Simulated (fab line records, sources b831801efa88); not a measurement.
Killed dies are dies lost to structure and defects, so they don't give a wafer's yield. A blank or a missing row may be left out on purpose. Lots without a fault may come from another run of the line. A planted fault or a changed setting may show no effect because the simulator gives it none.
fab line records | flow sky130
record lots=13 wafers=39 last_day=50
route steps=708 shown CONTACT@422 METAL1@439 PAD_OPEN@708
lots that met no fault: from a run of the same line without faults
start_h: hours from the record's first day to the start of the lot's first wafer shown | wait_h: hours since the lot's step before | " the same as in the row above | L1.1+2: a row that stands for several wafers | - no value, or no start given | * or withheld: withheld | < > ~ a bound
route shown NAME@n: a module of which the file shows steps, and the number in the route of the first | usual: mean/standard deviation of fault-free wafers | same: alike in all rows | chamber/n: place in a boat | sites: the reading at each site | _std_site: their standard deviation | _edge_site: outer sites' mean less inner sites' | radius_mm: how far each site lies from the wafer's centre | mask NAME#n: copy n | behind: the tool/chamber that last shaped the wafer | hold: why the lot was held/for how many hours/how that ended | device: the transistor (n, p or np) that didn't switch | end of line: the same wafers' tests at the end of the route | a step without rows: its recipe alone | killed: dies lost to structure and defects at the first sort, not the wafer's yield | map: a wafer's dies, x killed, . not, _ none there
set.NAME: the setting as run; set.NAME@STEP: as run at that earlier step | model.NAME: the simulator's own value behind a step, which no gauge read
steps of the route over a sample of lots; a table a step, a row a wafer
services: from which hour (start_h, from the record's first day; less than 0 if before it) a tool's chamber was out of use, for how many hours, and why
## steps
# step SKY_CONTACT_ETCH_16
# recipe chemistry=N2/H2 target=BARC ion_energy_ev=200 source_w=500 bias_w=100 pressure_mtorr=30 n2_flow_sccm=100 h2_flow_sccm=200 stop_on=SiO2 time_s=45.9 target_depth_a=600
# usual drypump_motor_current_A=5.6/0.45 oes_product_au=0.854/0.0051 throttle_valve_pct=13.225/0.0095
# columns lot.wafer tool chamber start_h wait_h drypump_motor_current_A oes_product_au rf_hours_counter_h throttle_valve_pct
L482.2 rie_diel-04 2 741.22 0.0 5.7 0.841 14 13.229
L482.5 " 3 " " 6.2 0.859 - 13.229
L482.6 " 0 " " 6.3 0.853 - 13.229
L484.3 rie_diel-01 0 760.02 0.0 6.0 0.862 14 13.230
L484.4 " 3 " " 5.2 0.864 2 13.227
L484.6 " 0 " " 6.0 0.854 - 13.239
L485.2 rie_diel-01 2 766.98 0.0 4.9 0.851 10 13.220
L485.3 " 3 " " 5.2 0.865 2 13.216
L485.6 " 1 " " 5.6 0.854 - 13.222
L486.2 rie_diel-01 2 767.82 0.0 4.9 0.866 10 13.223
L486.3 " 0 " " 6.0 0.851 15 13.223
L486.5 " 2 " " 4.9 0.859 - 13.215
L487.2 rie_diel-04 2 771.73 0.0 5.7 0.846 15 13.229
L487.5 " 2 " " 5.7 0.847 - 13.226
L487.6 " 1 " " 5.6 0.855 - 13.224
L491.1 rie_diel-01 0 800.62 0.0 5.9 0.852 16 13.225
L491.3 " 2 " " 4.9 0.858 11 13.225
L491.5 " 3 " " 5.2 0.850 - 13.224
L492.2 rie_diel-01 2 812.37 0.0 4.9 0.852 11 13.214
L492.4 " 0 " " 6.0 0.869 16 13.227
L492.6 " 2 " " 4.9 0.849 - 13.235
L493.1 rie_diel-04 0 817.17 0.0 6.2 0.850 18 13.236
L493.2 " 3 " " 6.2 0.849 30 13.214
L493.6 " 0 " " 6.3 0.856 - 13.227
L500.1 rie_diel-02 0 880.97 0.0 6.1 0.855 25 13.229
L500.2 " 3 " " 6.2 0.863 1 13.222
L500.5 " 3 " " 6.2 0.859 - 13.233
L501.2 rie_diel-01 2 886.87 0.0 4.9 0.854 14 13.230
L501.5 " 3 " " 5.2 0.854 - 13.222
L501.6 " 2 " " 4.9 0.855 - 13.224
L502.1 rie_diel-04 1 888.02 0.0 5.6 0.853 11 13.217
L502.5 " 3 " " 6.2 0.858 - 13.224
L502.6 " 2 " " 5.7 0.854 - 13.243
L503.3 rie_diel-01 2 893.17 0.0 4.9 0.865 14 13.233
L503.4 " 3 " " 5.2 0.852 6 13.231
L503.6 " 2 " " 4.9 0.846 - 13.243
L505.1 rie_diel-02 0 907.77 0.0 6.1 0.853 26 13.219
L505.5 " 2 " " 5.4 0.850 - 13.241
L505.6 " 3 " " 6.2 0.854 - 13.226
# step SKY_CONTACT_THK_MEAS_26
# recipe thk_meas_gauge=xrf reads=W_of_CONTACT_CVD_24
# usual CONTACT_W_THK=346/6.6
# columns lot.wafer tool chamber start_h wait_h CONTACT_W_THK[nm]
L482.2 film_metro-02 - 742.24 0.1 336
L482.5 " - " " 354
L482.6 " - " " 346
L484.3 film_metro-02 - 761.13 0.1 348
L484.4 " - " " 346
L484.6 " - " " 349
L485.2 film_metro-01 - 768.06 0.1 344
L485.3 " - " " 348
L485.6 " - " " 346
L486.2 film_metro-02 - 768.88 0.1 349
L486.3 " - " " 357
L486.5 " - " " 352
L487.2 film_metro-01 - 772.76 0.1 339
L487.5 " - " " 340
L487.6 " - " " 351
L491.1 film_metro-01 - 801.66 0.1 339
L491.3 " - " " 347
L491.5 " - " " 358
L492.2 film_metro-03 - 813.40 0.1 345
L492.4 " - " " 350
L492.6 " - " " 348
L493.1 film_metro-01 - 818.27 0.1 337
L493.2 " - " " 354
L493.6 " - " " 356
L500.1 film_metro-02 - 882.09 0.1 349
L500.2 " - " " 345
L500.5 " - " " 344
L501.2 film_metro-01 - 888.00 0.1 344
L501.5 " - " " 350
L501.6 " - " " 343
L502.1 film_metro-01 - 889.07 0.1 337
L502.5 " - " " 337
L502.6 " - " " 345
L503.3 film_metro-01 - 894.20 0.1 347
L503.4 " - " " 344
L503.6 " - " " 338
L505.1 film_metro-02 - 908.78 0.1 337
L505.5 " - " " 339
L505.6 " - " " 353
# step SKY_CONTACT_CMP_27
# recipe stop_on=SiO2 t_overpolish_s=15 down_force_psi=3.5 platen_rpm=60 target_thk_nm=0 pad_velocity_m_s=0.94248
# usual motor_current_A=10.8/1.1 overpolish_run_s=15.001/0.01 t_overpolish_s=15/0 time_to_endpoint_s=81/4.1
# columns lot.wafer tool chamber start_h wait_h motor_current_A overpolish_run_s t_overpolish_s time_to_endpoint_s
L482.2 cmp-02 1 742.39 0.1 9.4 14.999 15 84
L482.5 " 3 " " 10.1 14.995 15 87
L482.6 " 0 " " 10.0 14.984 15 83
L484.4 cmp-01 0 761.17 0.0 13.2 15.016 15 81
L484.3 " 3 " " 11.1 14.998 15 83
L484.6 " 0 " " 13.2 15.010 15 78
L485.2 cmp-02 1 768.11 0.0 9.7 15.001 15 84
L485.3 " 0 " " 10.1 15.009 15 84
L485.6 " 1 " " 10.2 14.991 15 85
L486.2 cmp-01 2 768.93 0.0 10.1 14.983 15 87
L486.3 " 1 " " 10.7 14.993 15 82
L486.5 " 3 " " 12.3 15.004 15 85
L487.2 cmp-02 2 772.91 0.1 11.2 14.992 15 80
L487.5 " 0 " " 9.9 14.997 15 78
L487.6 " 1 " " 10.0 14.998 15 84
L491.1 cmp-01 2 801.77 0.1 10.9 8.464 8.4701 82
L491.3 " 0 " " 13.6 14.983 15 82
L491.5 " 1 " " 10.4 14.995 15 82
L492.2 cmp-01 2 813.45 0.0 11.2 8.480 8.4701 79
L492.4 " 1 " " 10.0 15.017 15 73
L492.6 " 3 " " 11.9 15.010 15 80
L493.2 cmp-02 0 818.33 0.0 9.5 15.000 15 78
L493.1 " 3 " " 9.5 15.014 15 80
L493.6 " 1 " " 9.7 14.994 15 87
L500.2 cmp-02 2 882.15 0.0 10.8 15.009 15 81
L500.1 " 1 " " 9.8 14.986 15 86
L500.5 " 3 " " 10.2 15.004 15 87
L501.2 cmp-01 1 888.10 0.1 10.7 14.986 15 77
L501.5 " 0 " " 13.4 15.012 15 85
L501.6 " 1 " " 10.0 15.003 15 76
L502.1 cmp-02 2 889.23 0.1 10.7 15.001 15 80
L502.5 " 0 " " 10.7 15.020 15 82
L502.6 " 1 " " 9.4 14.995 15 88
L503.4 cmp-02 0 894.24 0.0 10.3 14.992 15 84
L503.3 " 1 " " 9.6 14.994 15 90
L503.6 " 0 " " 10.0 14.979 15 79
L505.1 cmp-02 1 908.89 0.1 9.9 14.991 15 83
L505.5 " 0 " " 10.4 14.998 15 78
L505.6 " 1 " " 9.9 15.002 15 88
# step SKY_METAL1_RS_MEAS_05
# recipe thk_meas_gauge=four-point-probe reads=TiN_of_METAL1_SPUTTER_04+Ti_of_METAL1_SPUTTER_03+AlCu_of_METAL1_SPUTTER_02+TiN_of_METAL1_SPUTTER_01+Ti_of_METAL1_SPUTTER_00
# usual METAL1_ALCU_RS=0.1270/0.0015
# columns lot.wafer tool chamber start_h wait_h METAL1_ALCU_RS[ohm/sq]
L482.2 film_metro-03 - 742.75 0.0 0.1260
L482.5 " - " " 0.1290
L482.6 " - " " 0.1246
L484.3 film_metro-01 - 761.65 0.1 0.1277
L484.4 " - " " 0.1271
L484.6 " - " " 0.1282
L485.2 film_metro-04 - 768.57 0.0 0.1264
L485.3 " - " " 0.1279
L485.6 " - " " 0.1246
L486.2 film_metro-04 - 769.39 0.0 0.1254
L486.3 " - " " 0.1263
L486.5 " - " " 0.1255
L487.2 film_metro-04 - 773.27 0.0 0.1271
L487.5 " - " " 0.1258
L487.6 " - " " 0.1267
L491.1 film_metro-03 - 802.16 0.0 0.1280
L491.3 " - " " 0.1278
L491.5 " - " " 0.1263
L492.2 film_metro-04 - 813.91 0.0 0.1246
L492.4 " - " " 0.1270
L492.6 " - " " 0.1258
L493.1 film_metro-01 - 818.77 0.0 0.1266
L493.2 " - " " 0.1247
L493.6 " - " " 0.1245
L500.1 film_metro-03 - 882.59 0.0 0.1291
L500.2 " - " " 0.1264
L500.5 " - " " 0.1290
L501.2 film_metro-03 - 888.51 0.0 0.1282
L501.5 " - " " 0.1290
L501.6 " - " " 0.1291
L502.1 film_metro-01 - 889.57 0.0 0.1275
L502.5 " - " " 0.1270
L502.6 " - " " 0.1254
L503.3 film_metro-04 - 894.72 0.1 0.1298
L503.4 " - " " 0.1290
L503.6 " - " " 0.1263
L505.1 film_metro-01 - 909.28 0.0 0.1271
L505.5 " - " " 0.1259
L505.6 " - " " 0.1249
# step SKY_PAD_OPEN_PROBE_99
# usual killed_at_M0_to_M3=44/6 killed_at_M4_up=2.9/1.5 killed_at_contacts=24/4.9 killed_at_front_end=16/4.3 killed_at_other=0.3/0.54 killed_dies=87/8.7 killed_on_rim=17/3.6 killed_open=48/6.7 killed_short=39/5.9
# same gross_dies=492 killed_at_back_side=0
# columns lot.wafer tool chamber start_h wait_h killed_at_M0_to_M3 killed_at_M4_up killed_at_contacts killed_at_front_end killed_at_other killed_dies killed_on_rim killed_open killed_short
L482.2 prober-02 - 1081.68 0.1 45 3 22 25 0 95 24 57 38
L482.5 prober-02 - 1081.83 0.2 53 3 18 22 0 96 19 55 41
L482.6 prober-02 - 1081.88 0.2 43 4 23 20 0 90 16 47 43
L484.3 prober-01 - 1095.58 0.2 43 6 24 15 0 88 17 39 49
L484.4 prober-01 - 1095.63 0.2 39 2 23 14 0 78 16 37 41
L484.6 prober-01 - 1095.73 0.2 39 5 19 12 1 76 18 43 32
L485.2 prober-02 - 1101.98 0.1 43 4 32 14 0 93 19 53 40
L485.3 prober-02 - 1102.03 0.2 47 4 24 14 1 90 18 43 47
L485.6 prober-02 - 1102.18 0.2 36 2 26 17 0 81 21 46 35
L486.2 prober-01 - 1103.48 0.1 43 2 22 22 0 89 23 50 39
L486.3 prober-01 - 1103.53 0.2 35 0 26 25 0 86 19 46 40
L486.5 prober-01 - 1103.63 0.2 42 2 26 17 1 88 16 56 32
L487.2 prober-02 - 1103.48 0.1 52 1 21 15 0 89 18 57 32
L487.5 prober-02 - 1103.63 0.2 42 6 18 16 0 82 14 40 42
L487.6 prober-02 - 1103.68 0.2 35 5 22 18 0 80 18 46 34
L491.1 prober-01 - 1127.01 0.1 37 2 21 24 1 85 17 51 34
L491.3 prober-01 - 1127.11 0.2 38 1 23 19 0 81 11 46 35
L491.5 prober-01 - 1127.21 0.2 35 0 24 17 0 76 15 44 32
L492.2 prober-02 - 1135.50 0.1 44 2 22 14 0 82 14 42 39
L492.4 prober-02 - 1135.60 0.2 44 4 22 16 0 86 18 48 38
L492.6 prober-02 - 1135.70 0.2 51 2 19 17 0 89 21 50 39
L493.1 prober-01 - 1137.50 0.1 42 4 29 17 1 93 17 48 45
L493.2 prober-01 - 1137.55 0.1 42 3 24 13 0 82 12 46 36
L493.6 prober-01 - 1137.75 0.2 31 4 26 22 0 83 23 54 29
L500.1 prober-02 - 1181.08 0.1 39 2 22 17 1 81 15 43 36
L500.2 prober-02 - 1181.13 0.1 43 2 28 13 2 88 22 50 36
L500.5 prober-02 - 1181.28 0.2 43 3 32 16 1 95 16 51 43
L501.2 prober-01 - 1186.73 0.1 47 1 29 13 0 90 27 56 33
L501.5 prober-01 - 1186.88 0.2 41 4 27 10 0 82 15 45 37
L501.6 prober-01 - 1186.93 0.2 34 1 20 14 1 70 15 37 33
L502.1 prober-02 - 1187.38 0.1 50 0 23 17 0 90 15 55 35
L502.5 prober-02 - 1187.58 0.2 48 2 35 26 0 111 17 55 54
L502.6 prober-02 - 1187.63 0.2 41 2 29 16 0 88 21 48 40
L503.3 prober-01 - 1191.14 0.2 48 1 25 12 0 86 20 40 46
L503.4 prober-01 - 1191.19 0.2 43 2 24 14 1 84 14 56 28
L503.6 prober-01 - 1191.29 0.2 51 7 16 15 1 90 25 49 41
L505.1 prober-01 - 1198.35 0.1 39 3 31 16 0 89 19 48 40
L505.5 prober-01 - 1198.55 0.2 38 2 21 16 1 78 17 37 40
L505.6 prober-01 - 1198.60 0.2 60 0 31 9 0 100 23 55 45
# killed by level:class
L482.2 VIA1:geometric_particle:open=12 CONTACT:geometric_particle:open=10 LI_CONTACT:geometric_particle:open=7 VIA1:geometric_particle:short=7 METAL1:geometric_particle:short=6 FIELD_ISO:geometric_particle:open=5 POLY_GATE:geometric_particle:short=5 POLY_GATE:geometric_particle:open=5
L482.5 VIA1:geometric_particle:open=15 VIA2:geometric_particle:open=9 CONTACT:geometric_particle:open=8 METAL2:geometric_particle:short=8 POLY_GATE:geometric_particle:short=7 VIA1:geometric_particle:short=6 VIA3:geometric_particle:open=5 FIELD_ISO:geometric_particle:open=4
L482.6 CONTACT:geometric_particle:open=9 VIA1:geometric_particle:short=7 VIA2:geometric_particle:open=6 VIA1:geometric_particle:open=6 FIELD_ISO:geometric_particle:open=5 POLY_GATE:geometric_particle:open=5 METAL1:geometric_particle:short=5 VIA3:geometric_particle:open=5
L484.3 CONTACT:geometric_particle:open=7 LI_CONTACT:geometric_particle:open=6 METAL1:geometric_particle:short=6 VIA1:geometric_particle:open=6 METAL4:geometric_particle:short=6 VIA3:geometric_particle:open=6 CONTACT:geometric_particle:short=5 METAL2:geometric_particle:short=5
L484.4 VIA2:geometric_particle:open=9 VIA1:geometric_particle:open=7 CONTACT:geometric_particle:short=6 FIELD_ISO:geometric_particle:short=5 VIA2:geometric_particle:short=5 LI_CONTACT:geometric_particle:open=5 CONTACT:geometric_particle:open=5 LOCAL_INTERCONNECT:geometric_particle:short=4
L484.6 LI_CONTACT:geometric_particle:open=8 VIA1:geometric_particle:open=8 VIA3:geometric_particle:open=7 VIA1:geometric_particle:short=6 VIA2:geometric_particle:open=6 METAL4:geometric_particle:short=4 CONTACT:geometric_particle:open=4 METAL1:geometric_particle:short=4
L485.2 CONTACT:geometric_particle:open=11 VIA2:geometric_particle:open=10 LI_CONTACT:geometric_particle:open=9 VIA1:geometric_particle:open=8 LOCAL_INTERCONNECT:geometric_particle:short=7 VIA3:geometric_particle:open=6 FIELD_ISO:geometric_particle:short=5 METAL3:geometric_particle:short=5
L485.3 CONTACT:geometric_particle:short=10 VIA3:geometric_particle:open=10 POLY_GATE:geometric_particle:open=7 VIA2:geometric_particle:open=7 LOCAL_INTERCONNECT:geometric_particle:short=6 VIA2:geometric_particle:short=5 METAL2:geometric_particle:short=5 CONTACT:geometric_particle:open=4
L485.6 CONTACT:geometric_particle:open=9 VIA1:geometric_particle:open=9 FIELD_ISO:geometric_particle:short=6 METAL2:geometric_particle:short=6 VIA3:geometric_particle:open=6 CONTACT:geometric_particle:short=5 LI_CONTACT:geometric_particle:open=5 POLY_GATE:geometric_particle:open=5
L486.2 POLY_GATE:geometric_particle:open=10 LOCAL_INTERCONNECT:geometric_particle:short=8 VIA1:geometric_particle:open=7 VIA2:geometric_particle:open=6 CONTACT:geometric_particle:open=6 VIA3:geometric_particle:open=6 METAL1:geometric_particle:open=5 FIELD_ISO:geometric_particle:short=4
L487.2 VIA1:geometric_particle:open=17 LI_CONTACT:geometric_particle:open=8 CONTACT:geometric_particle:open=8 VIA3:geometric_particle:short=8 METAL1:geometric_particle:short=7 POLY_GATE:geometric_particle:open=6 VIA3:geometric_particle:open=5 VIA2:geometric_particle:open=4
L486.3 CONTACT:geometric_particle:open=11 VIA1:geometric_particle:open=9 POLY_GATE:geometric_particle:short=6 FIELD_ISO:geometric_particle:open=5 POLY_GATE:geometric_particle:open=5 VIA3:geometric_particle:open=5 LI_CONTACT:geometric_particle:open=5 FIELD_ISO:geometric_particle:short=4
L486.5 CONTACT:geometric_particle:open=11 VIA1:geometric_particle:open=10 LI_CONTACT:geometric_particle:open=8 VIA3:geometric_particle:open=8 VIA1:geometric_particle:short=7 VIA2:geometric_particle:open=6 CONTACT:geometric_particle:short=5 FIELD_ISO:geometric_particle:short=4
L487.5 METAL1:geometric_particle:short=9 LI_CONTACT:geometric_particle:open=8 VIA1:geometric_particle:open=7 VIA2:geometric_particle:open=6 FIELD_ISO:geometric_particle:short=5 VIA2:geometric_particle:short=5 CONTACT:geometric_particle:open=5 METAL2:geometric_particle:short=5
L487.6 CONTACT:geometric_particle:open=8 METAL1:geometric_particle:short=7 VIA1:geometric_particle:open=7 FIELD_ISO:geometric_particle:open=6 LI_CONTACT:geometric_particle:open=6 METAL2:geometric_particle:short=5 VIA3:geometric_particle:open=5 CONTACT:geometric_particle:short=4
L491.1 CONTACT:geometric_particle:open=11 VIA1:geometric_particle:open=9 METAL2:geometric_particle:short=7 FIELD_ISO:geometric_particle:open=6 LI_CONTACT:geometric_particle:open=6 VIA3:geometric_particle:open=5 VIA2:geometric_particle:open=5 FIELD_ISO:geometric_particle:short=4
L491.3 VIA3:geometric_particle:open=9 VIA1:geometric_particle:short=6 LI_CONTACT:geometric_particle:open=6 CONTACT:geometric_particle:short=6 VIA1:geometric_particle:open=6 POLY_GATE:geometric_particle:open=5 CONTACT:geometric_particle:open=5 VIA2:geometric_particle:open=4
L491.5 VIA1:geometric_particle:open=11 CONTACT:geometric_particle:open=7 FIELD_ISO:geometric_particle:open=6 CONTACT:geometric_particle:short=6 METAL2:geometric_particle:short=6 VIA2:geometric_particle:open=6 POLY_GATE:geometric_particle:short=5 LOCAL_INTERCONNECT:geometric_particle:short=5
L492.2 LI_CONTACT:geometric_particle:open=11 VIA1:geometric_particle:open=11 VIA1:geometric_particle:short=6 METAL1:geometric_particle:short=6 POLY_GATE:geometric_particle:short=5 METAL2:geometric_particle:short=5 VIA3:geometric_particle:open=5 CONTACT:geometric_particle:open=4
L492.4 VIA1:geometric_particle:open=14 LOCAL_INTERCONNECT:geometric_particle:short=7 VIA3:geometric_particle:open=7 POLY_GATE:geometric_particle:open=5 CONTACT:geometric_particle:open=5 METAL2:geometric_particle:short=5 VIA2:geometric_particle:open=5 LI_CONTACT:geometric_particle:open=4
L492.6 VIA2:geometric_particle:open=11 VIA1:geometric_particle:open=10 LI_CONTACT:geometric_particle:open=8 VIA1:geometric_particle:short=8 POLY_GATE:geometric_particle:open=6 METAL2:geometric_particle:short=5 VIA3:geometric_particle:open=5 FIELD_ISO:geometric_particle:open=4
L493.1 VIA1:geometric_particle:open=12 CONTACT:geometric_particle:open=10 METAL2:geometric_particle:short=8 LI_CONTACT:geometric_particle:open=6 CONTACT:geometric_particle:short=6 FIELD_ISO:geometric_particle:open=5 FIELD_ISO:geometric_particle:short=5 VIA2:geometric_particle:open=5
L493.2 CONTACT:geometric_particle:open=9 VIA1:geometric_particle:open=8 CONTACT:geometric_particle:short=6 VIA2:geometric_particle:open=6 POLY_GATE:geometric_particle:open=5 LOCAL_INTERCONNECT:geometric_particle:short=5 VIA3:geometric_particle:open=5 METAL2:geometric_particle:short=5
L493.6 VIA1:geometric_particle:open=14 CONTACT:geometric_particle:open=11 POLY_GATE:geometric_particle:open=9 POLY_GATE:geometric_particle:short=6 LI_CONTACT:geometric_particle:open=6 VIA3:geometric_particle:open=6 FIELD_ISO:geometric_particle:short=4 CONTACT:geometric_particle:short=4
L500.1 VIA2:geometric_particle:open=9 LI_CONTACT:geometric_particle:open=8 VIA1:geometric_particle:open=7 POLY_GATE:geometric_particle:short=5 CONTACT:geometric_particle:short=5 METAL1:geometric_particle:short=5 VIA3:geometric_particle:open=4 LOCAL_INTERCONNECT:geometric_particle:short=4
L500.2 CONTACT:geometric_particle:open=13 VIA1:geometric_particle:open=7 METAL2:geometric_particle:short=7 VIA2:geometric_particle:open=7 VIA2:geometric_particle:short=6 VIA3:geometric_particle:open=5 LI_CONTACT:geometric_particle:open=5 CONTACT:geometric_particle:short=5
L500.5 CONTACT:geometric_particle:open=15 VIA1:geometric_particle:short=9 VIA2:geometric_particle:open=7 LI_CONTACT:geometric_particle:open=7 CONTACT:geometric_particle:short=5 METAL1:geometric_particle:short=5 VIA1:geometric_particle:open=5 METAL2:geometric_particle:short=4
L501.2 VIA2:geometric_particle:open=13 LI_CONTACT:geometric_particle:open=13 VIA1:geometric_particle:open=11 CONTACT:geometric_particle:open=8 METAL1:geometric_particle:short=6 LI_CONTACT:geometric_particle:short=5 POLY_GATE:geometric_particle:short=4 VIA1:geometric_particle:short=4
L501.5 VIA1:geometric_particle:open=9 VIA2:geometric_particle:open=8 CONTACT:geometric_particle:open=6 METAL2:geometric_particle:short=6 VIA3:geometric_particle:open=6 LI_CONTACT:geometric_particle:open=5 LI_CONTACT:geometric_particle:short=5 CONTACT:geometric_particle:short=5
L501.6 CONTACT:geometric_particle:open=9 VIA1:geometric_particle:open=8 METAL1:geometric_particle:short=7 VIA2:geometric_particle:open=6 LI_CONTACT:geometric_particle:open=5 METAL2:geometric_particle:short=4 FIELD_ISO:geometric_particle:short=3 FIELD_ISO:geometric_particle:open=3
L502.1 VIA1:geometric_particle:open=11 LI_CONTACT:geometric_particle:open=10 FIELD_ISO:geometric_particle:open=9 VIA3:geometric_particle:open=8 METAL2:geometric_particle:short=7 METAL1:geometric_particle:short=6 CONTACT:geometric_particle:open=5 VIA2:geometric_particle:open=5
L502.5 LI_CONTACT:geometric_particle:open=9 METAL1:geometric_particle:short=9 VIA1:geometric_particle:open=9 CONTACT:geometric_particle:short=8 FIELD_ISO:geometric_particle:open=7 POLY_GATE:geometric_particle:open=7 POLY_GATE:geometric_particle:short=7 CONTACT:geometric_particle:open=7
L502.6 CONTACT:geometric_particle:open=19 VIA2:geometric_particle:open=9 VIA1:geometric_particle:open=6 METAL1:geometric_particle:short=6 POLY_GATE:geometric_particle:short=5 CONTACT:geometric_particle:short=5 FIELD_ISO:geometric_particle:short=4 VIA2:geometric_particle:short=4
L503.3 CONTACT:geometric_particle:short=10 VIA1:geometric_particle:open=10 VIA3:geometric_particle:short=6 CONTACT:geometric_particle:open=5 VIA2:geometric_particle:open=5 VIA3:geometric_particle:open=5 LI_CONTACT:geometric_particle:short=4 LI_CONTACT:geometric_particle:open=4
L503.4 VIA1:geometric_particle:open=14 CONTACT:geometric_particle:open=10 VIA3:geometric_particle:open=8 VIA2:geometric_particle:open=7 LI_CONTACT:geometric_particle:open=5 METAL1:geometric_particle:short=4 FIELD_ISO:geometric_particle:short=3 FIELD_ISO:geometric_particle:open=3
L503.6 VIA1:geometric_particle:open=11 METAL2:geometric_particle:short=8 VIA2:geometric_particle:open=8 VIA3:geometric_particle:open=8 METAL4:geometric_particle:short=7 FIELD_ISO:geometric_particle:open=6 FIELD_ISO:geometric_particle:short=5 LI_CONTACT:geometric_particle:open=5
L505.1 CONTACT:geometric_particle:open=11 LI_CONTACT:geometric_particle:open=9 VIA1:geometric_particle:open=9 LOCAL_INTERCONNECT:geometric_particle:short=7 FIELD_ISO:geometric_particle:open=6 VIA3:geometric_particle:open=6 METAL1:geometric_particle:short=6 VIA2:geometric_particle:short=5
L505.5 VIA1:geometric_particle:open=11 LI_CONTACT:geometric_particle:open=9 FIELD_ISO:geometric_particle:short=7 CONTACT:geometric_particle:short=6 VIA3:geometric_particle:open=5 POLY_GATE:geometric_particle:short=4 METAL1:geometric_particle:short=4 VIA1:geometric_particle:short=4
L505.6 CONTACT:geometric_particle:open=14 VIA1:geometric_particle:open=12 VIA3:geometric_particle:open=11 METAL1:geometric_particle:short=8 LI_CONTACT:geometric_particle:open=7 METAL2:geometric_particle:short=7 VIA1:geometric_particle:short=6 CONTACT:geometric_particle:short=6
## services
# columns tool chamber start_h hours kind
cmp-01 - 747.72 4.0 pm
cmp-01 - 751.72 - consumable_replace:conditioner
cmp-01 - 751.72 - consumable_replace:pad
cmp-01 - 772.32 6.8 pm
rie_diel-04 1 783.78 1.3 repair
cmp-01 - 786.59 1.8 repair
rie_diel-01 1 799.99 7.5 repair
cmp-02 - 825.52 5.8 pm
rie_diel-02 3 826.85 - clean
rie_diel-02 3 826.85 22.1 scheduled_down
rie_diel-02 3 826.85 22.1 vent_cycle
rie_diel-02 2 845.36 7.4 repair
rie_diel-04 3 850.42 - clean
rie_diel-04 3 850.42 16.6 scheduled_down
rie_diel-04 3 850.42 16.6 vent_cycle
rie_diel-02 2 852.77 - clean
rie_diel-02 2 852.77 18.3 scheduled_down
rie_diel-02 2 852.77 18.3 vent_cycle
cmp-01 - 890.18 0.5 repair
rie_diel-04 1 898.08 1.4 repair
rie_diel-01 3 900.54 6.2 repair
## key
first_sign step=SKY_CONTACT_CMP_27 reading=t_overpolish_s direction=down sigmas=99+ usual=15 struck=8.4701
effect step=SKY_CONTACT_CMP_27 reading=overpolish_run_s direction=down sigmas=99+ usual=15.001 struck=8.472
met_at SKY_CONTACT_CMP_27
struck_lots L491,L492
struck_wafers L491.1,L492.2
tester_left_out L491,L492
not_acting_at SKY_CONTACT_ETCH_16,SKY_CONTACT_THK_MEAS_26,SKY_METAL1_RS_MEAS_05
onset_between 768.93 801.77
fault kind=process_parameter_drift tool=cmp-01 chamber=2 onset_h=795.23 steps=SKY_CONTACT_CMP_27 channel=t_overpolish_s offset=-6.5299 shape=step end_h=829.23 acts_in=these_recipes_only stated=15
# tester_left_out: of these lots the tester's yield and bins aren't shown, on N5 and GAA mostly nor the transistor test; their killed dies are dies lost to structure and defects alone, not to doping, threshold or leakage, so they don't give the yield
